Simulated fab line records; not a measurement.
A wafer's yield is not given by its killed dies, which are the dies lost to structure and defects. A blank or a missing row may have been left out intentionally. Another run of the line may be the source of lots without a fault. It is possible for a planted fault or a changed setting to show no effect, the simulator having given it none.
The tool behind it: which one? | flow sky130 | 12 lots, 36 wafers sampled, at 4 steps of a route of 708

## WHAT THE GAUGES READ, wafer by wafer
SKY_METAL2_OVL_MEAS_16. Usual: for METAL2_OVL the level is -2 nm and the standard deviation is 6.
lot  | measured     | on         | METAL2_OVL (nm) | flag
L395 | day 36 07:02 | overlay-01 | -7 -2 -2        |
L397 | day 36 07:45 | overlay-02 | 3 5 4           |
L399 | day 37 03:24 | overlay-02 | 7 6 10          |
L400 | day 37 16:27 | overlay-02 | -5 7 3          |
L402 | day 38 05:40 | overlay-02 | -4 -1 -4        |
L403 | day 38 15:54 | overlay-01 | 3 9 3           |
L404 | day 38 23:07 | overlay-02 | -5 -9 -10       |
L405 | day 39 04:01 | overlay-02 | -4 -8 -10       |
L406 | day 39 15:11 | overlay-01 | 1 -4 -4         |
L407 | day 39 19:34 | overlay-01 | -1 -7 -13       |
L413 | day 41 15:37 | overlay-01 | -5 0 -5         |
L414 | day 41 17:31 | overlay-02 | 9 3 1           |

SKY_VIA2_BOW_MEAS_03. Usual: for VIA2_BOW the level is 84 um and the standard deviation is 7.1.
lot  | measured     | on            | VIA2_BOW (um) | flag
L395 | day 36 08:21 | film_metro-02 | 70 83 82      |
L397 | day 36 09:07 | film_metro-04 | 81 98 81      |
L399 | day 37 04:47 | film_metro-03 | 88 82 73      |
L400 | day 37 17:46 | film_metro-02 | 89 84 87      |
L402 | day 38 07:28 | film_metro-04 | 94 87 88      |
L403 | day 38 17:13 | film_metro-02 | 93 85 92      |
L404 | day 39 00:30 | film_metro-03 | 90 79 74      |
L405 | day 39 05:20 | film_metro-04 | 88 85 89      |
L406 | day 39 16:43 | film_metro-02 | 82 99 79      |
L407 | day 39 20:53 | film_metro-02 | 82 76 84      |
L413 | day 41 16:57 | film_metro-03 | 76 86 87      |
L414 | day 41 18:52 | film_metro-02 | 74 75 86      |

SKY_VIA2_THK_MEAS_23: measures by xrf. Usual: for VIA2_W_THK the level is 426 nm and the standard deviation is 5.9.
lot  | measured     | on            | VIA2_W_THK (nm) | flag
L395 | day 37 11:36 | film_metro-04 | 417 416 423     |
L397 | day 37 12:11 | film_metro-04 | 425 419 418     |
L399 | day 38 07:09 | film_metro-02 | 426 425 421     |
L400 | day 38 20:21 | film_metro-03 | 429 432 418     |
L402 | day 39 10:09 | film_metro-02 | 428 435 433     |
L403 | day 39 18:43 | film_metro-03 | 436 432 424     |
L404 | day 40 02:46 | film_metro-02 | 435 428 436     |
L405 | day 40 06:36 | film_metro-04 | 428 426 432     |
L406 | day 40 18:42 | film_metro-03 | 430 426 425     |
L407 | day 40 22:40 | film_metro-02 | 435 433 429     |
L413 | day 42 17:40 | film_metro-02 | 436 431 427     |
L414 | day 42 20:09 | film_metro-04 | 419 415 426     |

## EACH LOT AND THE TOOL THAT RAN IT (in order: tool; ch and the chambers of the sampled wafers; start)
lot  | SKY_VIA2_ETCH_14
L395 | rie_diel-04 ch 0,1, day 37 10:32
L397 | rie_diel-01 ch 1,2,3, day 37 11:08
L399 | rie_diel-01 ch 0,3, day 38 06:08
L400 | rie_diel-01 ch 0,1,2, day 38 19:20
L402 | rie_diel-01 ch 1,2,3, day 39 09:08
L403 | rie_diel-01 ch 1,2, day 39 17:41
L404 | rie_diel-01 ch 0,1,3, day 40 01:44
L405 | rie_diel-02 ch 0,2,3, day 40 05:35
L406 | rie_diel-01 ch 0,1, day 40 17:41
L407 | rie_diel-01 ch 1,3, day 40 21:35
L413 | rie_diel-02 ch 1,3, day 42 16:38
L414 | rie_diel-02 ch 0,2,3, day 42 19:08
- SKY_VIA2_ETCH_14: etches BARC in N2/H2, stops on SiO2, time 45.9 s, target depth 60 nm.

## AS READ BY THE TOOLS THEMSELVES (means over the sampled wafers that have a number; for cases with no such wafer, the mark the record gives instead)
SKY_VIA2_ETCH_14. Usual: bias_w 99.99 W, standard deviation 0.29; drypump_motor_current_A 5.9 A, standard deviation 0.32; n2_flow_sccm 99.99 sccm, standard deviation 0.29; oes_product_au 0.855 a.u., standard deviation 0.0048; rf_fwd_power_W 494.7 W, standard deviation 2; throttle_valve_pct 13.225 %, standard deviation 0.0089.
lot  | tool        | bias_w (W) | drypump_motor_current_A (A) | n2_flow_sccm (sccm) | oes_product_au (a.u.) | rf_fwd_power_W (W) | throttle_valve_pct (%) | flag
L395 | rie_diel-04 | 99.94      | 6.0                         | 100.25              | 0.852                 | 492.8              | 13.220                 |
L397 | rie_diel-01 | 99.86      | 6.0                         | 100.22              | 0.853                 | 494.3              | 13.225                 |
L399 | rie_diel-01 | 100.08     | 6.2                         | 99.60               | 0.851                 | 494.1              | 13.221                 |
L400 | rie_diel-01 | 99.68      | 5.7                         | 99.88               | 0.852                 | 494.9              | 13.221                 |
L402 | rie_diel-01 | 99.92      | 6.0                         | 99.88               | 0.853                 | 493.9              | 13.230                 |
L403 | rie_diel-01 | 100.28     | 5.8                         | 99.96               | 0.859                 | 494.1              | 13.224                 |
L404 | rie_diel-01 | 107.33     | 5.8                         | 100.00              | 0.852                 | 494.3              | 13.227                 | OFF
L405 | rie_diel-02 | 99.76      | 5.9                         | 100.18              | 0.853                 | 492.1              | 13.229                 |
L406 | rie_diel-01 | 107.42     | 5.6                         | 99.79               | 0.858                 | 492.8              | 13.233                 | OFF
L407 | rie_diel-01 | 107.49     | 5.8                         | 99.81               | 0.854                 | 496.2              | 13.219                 | OFF
L413 | rie_diel-02 | 100.28     | 6.0                         | 100.13              | 0.855                 | 494.5              | 13.223                 |
L414 | rie_diel-02 | 100.02     | 5.9                         | 100.19              | 0.851                 | 495.2              | 13.224                 |

## THE ANSWER, worked out from the rows above alone
Rule: a lot is off if the mean of its wafers that have a number lies more than 3 standard deviations from the usual mean. A lot without any number at a reading at which 4 lots or more have one is off too. The other lots that the step has rows for count as sound. After the gauges, taken in route order, come the tools' own readings; for these a lot's mean is taken, as printed above. At the first step where some lot is off, the reading lying furthest off is the one used; lots without a number count as furthest.
Off: L404, L406, L407 (SKY_VIA2_ETCH_14, bias_w).
If a tool, at that step or one of the process steps before it, ran each lot that is off and ran no sound lot following the first of them, it fits. One candidate fits, namely rie_diel-01 at SKY_VIA2_ETCH_14. A fault onset in the window from L403 (day 39 17:41, its last sound lot) to L404 (day 40 01:44, its first lot off) fits.
On the lots that are off, the tool's own readings at SKY_VIA2_ETCH_14 differ by more than 5 times the standard deviation of the sound lots' means, which bears it out; bias_w reads 107.41 W there versus 99.98 W on the sound lots.

## WHAT THE SIMULATOR HAD PUT IN
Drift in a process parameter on rie_diel-01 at SKY_VIA2_ETCH_14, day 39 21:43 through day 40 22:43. Setting bias_w shifted by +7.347 from 100. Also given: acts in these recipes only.
Shown lots that were struck: L404, L406, L407. This agrees with what the rule above found.
